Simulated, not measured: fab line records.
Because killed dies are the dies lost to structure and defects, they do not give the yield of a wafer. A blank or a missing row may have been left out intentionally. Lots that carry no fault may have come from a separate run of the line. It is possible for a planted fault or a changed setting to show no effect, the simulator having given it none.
Which tool was responsible? | flow gf180mcu | Sampling: 24 lots, 72 wafers, 3 of 602 route steps

## WHAT THE GAUGES SHOWED, per wafer
GF_CONTACT_THK_MEAS_01. Usual: CONTACT_CVD_00_THK 299.8 nm, standard deviation 2.3.
lot  | measured     | on            | CONTACT_CVD_00_THK (nm) | flag
L074 | day 15 19:59 | film metro-01 | 301.0 303.3 301.3       |
L075 | day 16 02:51 | film metro-04 | 299.3 298.9 299.4       |
L076 | day 16 11:38 | film metro-04 | 298.5 301.4 300.2       |
L077 | day 16 18:35 | film metro-02 | 298.8 296.9 298.6       |
L078 | day 17 00:43 | film metro-02 | 302.1 295.4 300.5       |
L079 | day 17 11:13 | film metro-02 | 301.1 298.0 297.4       |
L080 | day 18 00:35 | film metro-02 | 300.7 299.5 298.5       |
L081 | day 18 08:10 | film metro-02 | 299.3 303.2 300.8       |
L082 | day 18 16:32 | film metro-04 | 299.6 298.6 302.7       |
L083 | day 19 00:56 | film metro-01 | 297.9 292.4 297.3       |
L084 | day 19 08:40 | film metro-04 | 301.2 302.8 299.5       |
L085 | day 19 12:05 | film metro-01 | 298.7 298.3 298.7       |
L086 | day 20 02:55 | film metro-02 | 298.8 301.7 299.4       |
L087 | day 20 09:55 | film metro-04 | 297.9 298.7 299.0       |
L088 | day 20 21:02 | film metro-04 | 304.5 302.1 299.7       |
L089 | day 21 03:36 | film metro-01 | 300.6 303.5 303.1       |
L090 | day 21 10:32 | film metro-01 | 299.5 303.0 299.3       |
L091 | day 21 19:59 | film metro-02 | 295.9 295.2 294.5       |
L092 | day 22 04:00 | film metro-01 | 301.0 300.9 299.3       |
L093 | day 22 10:17 | film metro-04 | 300.8 298.8 303.4       |
L094 | day 23 01:56 | film metro-02 | 297.6 296.5 297.2       |
L095 | day 23 04:46 | film metro-01 | 299.9 303.5 301.4       |
L096 | day 23 12:23 | film metro-01 | 298.2 298.7 299.7       |
L097 | day 23 17:23 | film metro-04 | 300.6 296.2 303.1       |

GF_M2_OVL_MEAS_15. Usual: M2_OVL -1 nm, standard deviation 5.1.
lot  | measured     | on         | M2_OVL (nm) | flag
L074 | day 20 01:20 | overlay-02 | 4 6 6       |
L075 | day 20 08:22 | overlay-01 | -3 -11 -7   |
L076 | day 20 16:18 | overlay-01 | -4 -1 -7    |
L077 | day 21 00:34 | overlay-01 | -1 -2 6     |
L078 | day 21 06:57 | overlay-01 | 0 -9 -1     |
L079 | day 21 16:44 | overlay-02 | 4 0 -6      |
L080 | day 22 07:20 | overlay-01 | 7 6 -4      |
L081 | day 22 15:51 | overlay-01 | -3 -12 -6   |
L082 | day 22 23:37 | overlay-01 | -4 -3 0     |
L083 | day 23 07:35 | overlay-02 | -3 10 2     |
L084 | day 23 14:38 | overlay-01 | 13 4 5      |
L085 | day 23 18:12 | overlay-01 | 3 -1 7      |
L086 | day 24 07:55 | overlay-02 | 0 0 4       |
L087 | day 24 13:41 | overlay-02 | 2 12 7      |
L088 | day 25 00:11 | overlay-01 | 0 -2 -3     |
L089 | day 25 05:44 | overlay-01 | -2 -1 0     |
L090 | day 25 11:38 | overlay-02 | -1 -1 -8    |
L091 | day 25 19:50 | overlay-02 | -5 4 3      |
L092 | day 26 04:04 | overlay-01 | -8 -11 -2   |
L093 | day 26 09:20 | overlay-01 | 0 0 -1      |
L094 | day 26 23:20 | overlay-01 | -4 -2 -6    |
L095 | day 27 02:13 | overlay-02 | -8 -8 -1    |
L096 | day 27 08:32 | overlay-02 | 4 -1 5      |
L097 | day 27 13:44 | overlay-02 | -6 1 -2     |

GF_V2_THK_MEAS_01. Usual: V2_CVD_00_THK 603 nm, standard deviation 5.4.
lot  | measured     | on            | V2_CVD_00_THK (nm) | flag
L074 | day 20 02:07 | film metro-04 | 604 601 606        |
L075 | day 20 09:08 | film metro-01 | 592 595 600        |
L076 | day 20 17:03 | film metro-04 | 601 602 596        |
L077 | day 21 01:19 | film metro-04 | 595 606 598        |
L078 | day 21 07:43 | film metro-04 | 598 603 602        |
L079 | day 21 17:30 | film metro-01 | 600 599 596        |
L080 | day 22 08:07 | film metro-01 | 606 610 599        |
L081 | day 22 16:37 | film metro-02 | 608 602 607        |
L082 | day 23 00:22 | film metro-04 | 596 603 602        |
L083 | day 23 08:21 | film metro-04 | 611 601 605        |
L084 | day 23 15:24 | film metro-02 | 597 597 607        |
L085 | day 23 18:57 | film metro-01 | 595 593 602        |
L086 | day 24 08:41 | film metro-04 | 605 606 609        |
L087 | day 24 14:26 | film metro-04 | 597 595 604        |
L088 | day 25 01:04 | film metro-01 | 604 599 609        |
L089 | day 25 06:37 | film metro-01 | 610 603 602        |
L090 | day 25 12:32 | film metro-04 | 604 599 609        |
L091 | day 25 20:44 | film metro-01 | 612 613 610        |
L092 | day 26 04:49 | film metro-04 | 611 603 609        |
L093 | day 26 10:05 | film metro-01 | 611 603 615        |
L094 | day 27 00:12 | film metro-01 | 598 601 591        |
L095 | day 27 02:58 | film metro-04 | 601 595 605        |
L096 | day 27 09:19 | film metro-04 | 613 604 604        |
L097 | day 27 14:30 | film metro-02 | 598 601 599        |

## WHAT TOOL EACH LOT RAN ON (gives the tool, then ch and the chambers of the sampled wafers, and finally the start)
No process step before these readings appears in the record.

## WHAT THE TOOLS THEMSELVES READ (means of the sampled wafers that have a number; where no wafer has one, the mark that the record gives instead)
The record holds no such reading with a usual standard deviation.

## THE ANSWER, worked out from the rows above alone
Rule: lot off if the mean of its wafers having a number is beyond 3 standard deviations from the usual mean. Also off: a lot with no number at a reading for which 4 or more lots have one. Where the step has rows for the other lots, those lots are counted as sound. First the gauges in route order, then the tools' own readings, where a lot's mean is used as printed above. At the first step where some lot is off, the reading lying furthest off is the one used; lots without a number count as furthest.
No lot is off on any of the readings shown, so nothing can be concluded from this.

## WHAT THE SIMULATOR HAD PUT IN
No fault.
